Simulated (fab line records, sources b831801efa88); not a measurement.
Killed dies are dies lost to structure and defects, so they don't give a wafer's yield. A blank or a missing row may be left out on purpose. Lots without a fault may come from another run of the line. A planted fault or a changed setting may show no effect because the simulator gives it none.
Split-lot experiment | flow sky130 | 5 lots, 23 wafers read, on a route of 708 steps

THE SPLIT
At SKY_VT_ADJUST_LVTN_COAT_13 (resist thk 1140 nm), the setting resist_thk_nm was moved away from the recipe's 1140 nm on 8 of the 23 wafers read, by +2.4% to +4.5%. The other wafers ran this setting at the recipe's value.

The reading is taken at the split's own step.

THE READING
NOVOLAK_of_VT_ADJUST_LVTN_COAT_13.thk_nm (the simulator's own value, which no gauge read), in nm, at SKY_VT_ADJUST_LVTN_COAT_13 (resist thk 1140 nm). The file gives no usual value for it. The 15 wafers here that ran the recipe average 1142 nm, standard deviation 2.2 nm.

wafer  | tool, chamber at the split | resist_thk_nm as run, nm | against the recipe | NOVOLAK_of_VT_ADJUST_LVTN_COAT_13.thk_nm, nm | against lot-mates on the recipe
L077.1 | litho_track-01, 0          | 1140                     | recipe             | 1141                                         | -
L077.2 | litho_track-01, 0          | 1140                     | recipe             | 1143                                         | -
L077.3 | litho_track-01, 0          | 1140                     | recipe             | 1143                                         | -
L077.5 | litho_track-01, 0          | 1140                     | recipe             | 1143                                         | -
L077.6 | litho_track-01, 0          | 1140                     | recipe             | 1144                                         | -
L080.2 | litho_track-03, 0          | 1140                     | recipe             | 1138                                         | -
L080.4 | litho_track-03, 0          | 1140                     | recipe             | 1143                                         | -
L080.5 | litho_track-03, 0          | 1140                     | recipe             | 1139                                         | -
L082.1 | litho_track-03, 0          | 1140                     | recipe             | 1143                                         | -
L082.3 | litho_track-03, 0          | 1140                     | recipe             | 1143                                         | -
L082.4 | litho_track-03, 0          | 1169                     | +2.5%              | 1172                                         | +28
L082.5 | litho_track-03, 0          | 1169                     | +2.5%              | 1169                                         | +25
L082.6 | litho_track-03, 0          | 1140                     | recipe             | 1145                                         | -
L084.1 | litho_track-04, 0          | 1140                     | recipe             | 1138                                         | -
L084.2 | litho_track-04, 0          | 1140                     | recipe             | 1139                                         | -
L084.3 | litho_track-04, 0          | 1167                     | +2.4%              | 1165                                         | +26
L084.5 | litho_track-04, 0          | 1167                     | +2.4%              | 1170                                         | +32
L084.6 | litho_track-04, 0          | 1167                     | +2.4%              | 1168                                         | +30
L085.1 | litho_track-03, 0          | 1191                     | +4.5%              | 1192                                         | +50
L085.3 | litho_track-03, 0          | 1191                     | +4.5%              | 1192                                         | +50
L085.2 | litho_track-03, 0          | 1140                     | recipe             | 1143                                         | -
L085.4 | litho_track-03, 0          | 1191                     | +4.5%              | 1190                                         | +48
L085.5 | litho_track-03, 0          | 1140                     | recipe             | 1142                                         | -

THE FIT
A straight line over all 23 wafers: NOVOLAK_of_VT_ADJUST_LVTN_COAT_13.thk_nm changes by +11.1 nm for each +1% of resist_thk_nm; r = +0.99; the points scatter about the line by 2.1 nm.
The same after taking each lot's own level away (the mean of its wafers on the recipe; 23 wafers): +11.1 nm for each +1%; r = +1.00; scatter 1.9 nm.
On that fit, the largest move of resist_thk_nm shifts the reading by 50 nm.
The lots' own levels span 1138.5 to 1143.7 nm, that is 2.4 times the standard deviation above.
So the lot-to-lot level changes the slope little: the two slopes agree.
Check: with one of the wafers moved furthest among these (+4.5%) left out of the fit, the line predicts +49.8 nm for it against its lot-mates. It came out at +49.5 nm against them.

THE WHOLE CHAIN: every reading that the file lists as answering this split, in the file's order
step                        | what it does       | reading                                                                                   | change (the file's fit)              | r (the file's)
SKY_VT_ADJUST_LVTN_COAT_13  | resist thk 1140 nm | NOVOLAK_of_VT_ADJUST_LVTN_COAT_13.thk_nm (the simulator's own value, which no gauge read) | +11.1 nm for each +1% of the setting | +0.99
SKY_VT_ADJUST_LVTN_STRIP_20 | strips in O2/N2    | strip_time_to_endpoint_s                                                                  | withheld for each +1% of the setting | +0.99

THE FILE'S OWN FIT
NOVOLAK_of_VT_ADJUST_LVTN_COAT_13.thk_nm changes by +11.1 nm for each +1% of resist_thk_nm, r = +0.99.
